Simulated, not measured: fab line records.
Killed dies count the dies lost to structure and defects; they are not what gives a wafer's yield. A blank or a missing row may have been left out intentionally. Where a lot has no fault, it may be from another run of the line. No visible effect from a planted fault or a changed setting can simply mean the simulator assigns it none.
Which tool is to blame?    flow sky130    39 wafers from 13 lots sampled at 6 of the route's 708 steps

## WHAT THE GAUGES SHOWED, per wafer
SKY_SONOS_ONO_OVL_MEAS_14. Usual: SONOS_ONO_OVL typically reads 0.5 nm, with standard deviation 1.4.
lot   measured      on          SONOS_ONO_OVL (nm)  flag
L286  day 12 22:12  overlay-01  -2.4 -0.2 1.2       
L287  day 13 15:49  overlay-01  -1.8 -1.4 0.4       
L290  day 14 10:56  overlay-01  -2.0 0.3 -2.5       
L289  day 14 11:32  overlay-01  1.7 1.1 3.2         
L291  day 14 18:08  overlay-01  0.9 2.5 0.3         
L292  day 15 09:50  overlay-01  0.9 0.7 0.2         
L293  day 15 11:52  overlay-01  0.6 0.0 2.9         
L295  day 16 00:16  overlay-02  -0.5 -0.1 0.2       
L296  day 16 14:02  overlay-01  2.4 2.5 3.3         
L297  day 16 18:42  overlay-01  -0.1 1.9 0.9        
L302  day 18 14:32  overlay-02  -1.6 0.9 0.9        
L304  day 19 04:32  overlay-02  3.2 2.6 2.9         
L308  day 20 16:56  overlay-02  1.7 1.2 0.3         

SKY_LDD_HVN_TW_MEAS_10. Usual: LDD_HVN_TW typically reads 1436, with standard deviation 12.
lot   measured      on             LDD_HVN_TW      flag
L286  day 20 13:40  film_metro-01  1448 1442 1451  
L287  day 21 13:54  film_metro-04  1445 1446 1447  
L290  day 22 08:49  film_metro-01  1447 1442 1442  
L289  day 22 12:54  film_metro-04  1453 1442 1440  
L291  day 22 21:34  film_metro-03  1417 1415 1419  
L292  day 23 10:52  film_metro-03  1423 1431 1421  
L293  day 23 13:58  film_metro-01  1441 1437 1439  
L295  day 24 03:29  film_metro-03  1432 1427 1422  
L296  day 24 14:24  film_metro-01  1437 1444 1446  
L297  day 24 22:19  film_metro-01  1444 1450 1444  
L302  day 26 17:26  film_metro-04  1437 1435 1442  
L304  day 27 05:42  film_metro-03  30 30 30        OFF
L308  day 28 14:08  film_metro-04  1439 1438 1444  

## EACH LOT AND THE TOOL THAT RAN IT (in order: tool; ch and the chambers of the sampled wafers; start)
lot   SKY_SONOS_ONO_ETCH_15               SKY_GATE_OXIDE_STRIP_13               SKY_LDD_P_STRIP_10                    SKY_LDD_HVN_STRIP_09
L286  rie_diel-01 ch 0,2,3, day 12 22:13  plasma_asher-01 ch 0,1, day 14 02:29  plasma_asher-03 ch 0,1, day 19 06:11  plasma_asher-04 ch 0,1, day 20 13:34
L287  rie_diel-04 ch 1,2,3, day 13 15:52  plasma_asher-01 ch 0,1, day 14 20:16  plasma_asher-04 ch 0,1, day 20 06:44  plasma_asher-04 ch 0,1, day 21 13:48
L290  rie_diel-01 ch 0,1, day 14 10:58    plasma_asher-03 ch 0,1, day 15 16:46  plasma_asher-01 ch 0,1, day 21 01:26  plasma_asher-03 ch 0,1, day 22 08:43
L289  rie_diel-04 ch 0,2,3, day 14 11:34  plasma_asher-01 ch 0,1, day 15 17:08  plasma_asher-03 ch 0,1, day 21 05:02  plasma_asher-03 ch 0,1, day 22 12:47
L291  rie_diel-01 ch 2,3, day 14 18:10    plasma_asher-03 ch 0,1, day 16 02:43  plasma_asher-03 ch 0,1, day 21 14:04  plasma_asher-02 ch 0,1, day 22 21:27
L292  rie_diel-04 ch 1,3, day 15 09:52    plasma_asher-01 ch 0,1, day 16 15:41  plasma_asher-04 ch 0,1, day 22 04:13  plasma_asher-03 ch 0,1, day 23 10:45
L293  rie_diel-01 ch 0,3, day 15 11:53    plasma_asher-01 ch 0,1, day 16 17:47  plasma_asher-04 ch 0,1, day 22 08:03  plasma_asher-03 ch 0,1, day 23 13:53
L295  rie_diel-02 ch 1,3, day 16 00:19    plasma_asher-01 ch 0,1, day 17 06:40  plasma_asher-03 ch 0,1, day 22 21:16  plasma_asher-02 ch 1, day 24 03:23
L296  rie_diel-02 ch 1,3, day 16 14:04    plasma_asher-03 ch 0,1, day 17 20:45  plasma_asher-01 ch 0,1, day 23 08:37  plasma_asher-03 ch 0,1, day 24 14:17
L297  rie_diel-02 ch 0,1,3, day 16 18:43  plasma_asher-01 ch 0,1, day 18 05:32  plasma_asher-01 ch 0,1, day 23 16:16  plasma_asher-04 ch 0,1, day 24 22:14
L302  rie_diel-01 ch 1,2, day 18 14:34    plasma_asher-01 ch 0,1, day 19 23:36  plasma_asher-01 ch 0,1, day 25 11:26  plasma_asher-03 ch 0,1, day 26 17:20
L304  rie_diel-02 ch 1,2,3, day 19 04:34  plasma_asher-04 ch 0, day 20 14:04    plasma_asher-04 ch 1, day 26 00:23    plasma_asher-03 ch 0, day 27 05:35
L308  rie_diel-04 ch 2,3, day 20 16:58    plasma_asher-03 ch 0,1, day 22 01:58  plasma_asher-03 ch 0,1, day 27 09:22  plasma_asher-04 ch 0,1, day 28 14:02
- SKY_SONOS_ONO_ETCH_15: etches the open film in CHF3/O2, target depth 19.52 nm, time 7.8 s.
- SKY_GATE_OXIDE_STRIP_13: strips in O2/N2.
- SKY_LDD_P_STRIP_10: strips in O2/N2.
- SKY_LDD_HVN_STRIP_09: strips in O2/N2.

## WHAT THE TOOLS THEMSELVES READ (means of the sampled wafers that have a number; where no wafer has one, the mark that the record gives instead)
SKY_SONOS_ONO_ETCH_15. Usual: drypump_motor_current_A 5.5 A, standard deviation 0.48; oes_product_au 0.998 a.u., standard deviation 0.0092; throttle_valve_pct 8.825 %, standard deviation 0.0087.
lot   tool         drypump_motor_current_A (A)  oes_product_au (a.u.)  throttle_valve_pct (%)  flag
L286  rie_diel-01  5.6                          0.990                  8.820                   
L287  rie_diel-04  5.6                          0.997                  8.832                   
L290  rie_diel-01  6.0                          1.002                  8.824                   
L289  rie_diel-04  5.4                          1.003                  8.818                   
L291  rie_diel-01  5.1                          0.997                  8.820                   
L292  rie_diel-04  5.9                          1.001                  8.826                   
L293  rie_diel-01  5.2                          0.988                  8.823                   
L295  rie_diel-02  5.0                          0.993                  8.822                   
L296  rie_diel-02  5.0                          1.000                  8.825                   
L297  rie_diel-02  5.1                          0.986                  8.819                   
L302  rie_diel-01  6.0                          1.002                  8.830                   
L304  rie_diel-02  5.3                          1.000                  8.818                   
L308  rie_diel-04  5.4                          1.007                  8.831                   

SKY_GATE_OXIDE_STRIP_13. Usual: drypump_motor_current_A 5.3 A, standard deviation 0.31; oes_product_au 0.716 a.u., standard deviation 0.0046; strip_time_to_endpoint_s 14.18 s, standard deviation 0.032.
lot   tool             drypump_motor_current_A (A)  oes_product_au (a.u.)  strip_time_to_endpoint_s (s)  flag
L286  plasma_asher-01  5.1                          0.714                  14.21                         
L287  plasma_asher-01  5.1                          0.717                  14.21                         
L290  plasma_asher-03  5.6                          0.711                  14.17                         
L289  plasma_asher-01  5.2                          0.717                  14.20                         
L291  plasma_asher-03  5.6                          0.718                  14.14                         
L292  plasma_asher-01  5.2                          0.715                  14.17                         
L293  plasma_asher-01  5.2                          0.717                  14.19                         
L295  plasma_asher-01  5.2                          0.718                  14.20                         
L296  plasma_asher-03  5.7                          0.713                  14.14                         
L297  plasma_asher-01  5.3                          0.715                  14.12                         
L302  plasma_asher-01  5.1                          0.717                  14.16                         
L304  plasma_asher-04  5.1                          0.720                  14.18                         
L308  plasma_asher-03  5.7                          0.718                  14.20                         

SKY_LDD_P_STRIP_10. Usual: drypump_motor_current_A 5.35 A, standard deviation 0.28; oes_product_au 0.715 a.u., standard deviation 0.0046; strip_time_to_endpoint_s 14.17 s, standard deviation 0.038.
lot   tool             drypump_motor_current_A (A)  oes_product_au (a.u.)  strip_time_to_endpoint_s (s)  flag
L286  plasma_asher-03  5.67                         0.709                  14.17                         
L287  plasma_asher-04  5.19                         0.717                  14.19                         
L290  plasma_asher-01  5.07                         0.711                  14.21                         
L289  plasma_asher-03  5.67                         0.714                  14.14                         
L291  plasma_asher-03  5.64                         0.708                  14.19                         
L292  plasma_asher-04  5.18                         0.717                  14.15                         
L293  plasma_asher-04  5.28                         0.710                  14.12                         
L295  plasma_asher-03  5.62                         0.715                  14.20                         
L296  plasma_asher-01  5.07                         0.713                  14.17                         
L297  plasma_asher-01  5.25                         0.710                  14.17                         
L302  plasma_asher-01  5.23                         0.714                  14.16                         
L304  plasma_asher-04  5.37                         0.921                  -                             OFF
L308  plasma_asher-03  5.64                         0.718                  14.21                         

SKY_LDD_HVN_STRIP_09. Usual: drypump_motor_current_A 5.55 A, standard deviation 0.26; oes_product_au 0.409 a.u., standard deviation 0.0044; strip_time_to_endpoint_s 4.136 s, standard deviation 0.013.
lot   tool             drypump_motor_current_A (A)  oes_product_au (a.u.)  strip_time_to_endpoint_s (s)  flag
L286  plasma_asher-04  5.29                         0.405                  4.132                         
L287  plasma_asher-04  5.17                         0.409                  4.136                         
L290  plasma_asher-03  5.64                         0.406                  4.133                         
L289  plasma_asher-03  5.62                         0.407                  4.109                         
L291  plasma_asher-02  5.55                         0.410                  4.137                         
L292  plasma_asher-03  5.64                         0.407                  4.148                         
L293  plasma_asher-03  5.63                         0.410                  4.137                         
L295  plasma_asher-02  5.31                         0.411                  4.134                         
L296  plasma_asher-03  5.64                         0.410                  4.141                         
L297  plasma_asher-04  5.26                         0.410                  4.149                         
L302  plasma_asher-03  5.64                         0.406                  4.122                         
L304  plasma_asher-03  5.59                         0.718                  12.825                        OFF
L308  plasma_asher-04  5.28                         0.409                  4.155                         

## THE ANSWER, worked out from the rows above alone
Rule: lot off if the mean of its wafers having a number is beyond 3 standard deviations from the usual mean. Also off: a lot with no number at a reading for which 4 or more lots have one. Where the step has rows for the other lots, those lots are counted as sound. First the gauges in route order, then the tools' own readings, where a lot's mean is used as printed above. At the first step where some lot is off, the reading lying furthest off is the one used; lots without a number count as furthest.
Off: L304, at SKY_LDD_HVN_TW_MEAS_10 (LDD_HVN_TW).
A tool fits if, at a process step before that reading, it ran every lot that is off, and no sound lot after the first of them. Not tried: the gauges at SKY_LDD_HVN_TW_MEAS_10; whatever is off there is also off at SKY_LDD_P_STRIP_10, on other tools, and gauge error can't account for it. Can't be told from this: 3 tools fit, rie_diel-02 at SKY_SONOS_ONO_ETCH_15, plasma_asher-04 at SKY_GATE_OXIDE_STRIP_13 and SKY_LDD_P_STRIP_10, plasma_asher-03 at SKY_LDD_HVN_STRIP_09.

## WHAT WAS PUT IN BY THE SIMULATOR
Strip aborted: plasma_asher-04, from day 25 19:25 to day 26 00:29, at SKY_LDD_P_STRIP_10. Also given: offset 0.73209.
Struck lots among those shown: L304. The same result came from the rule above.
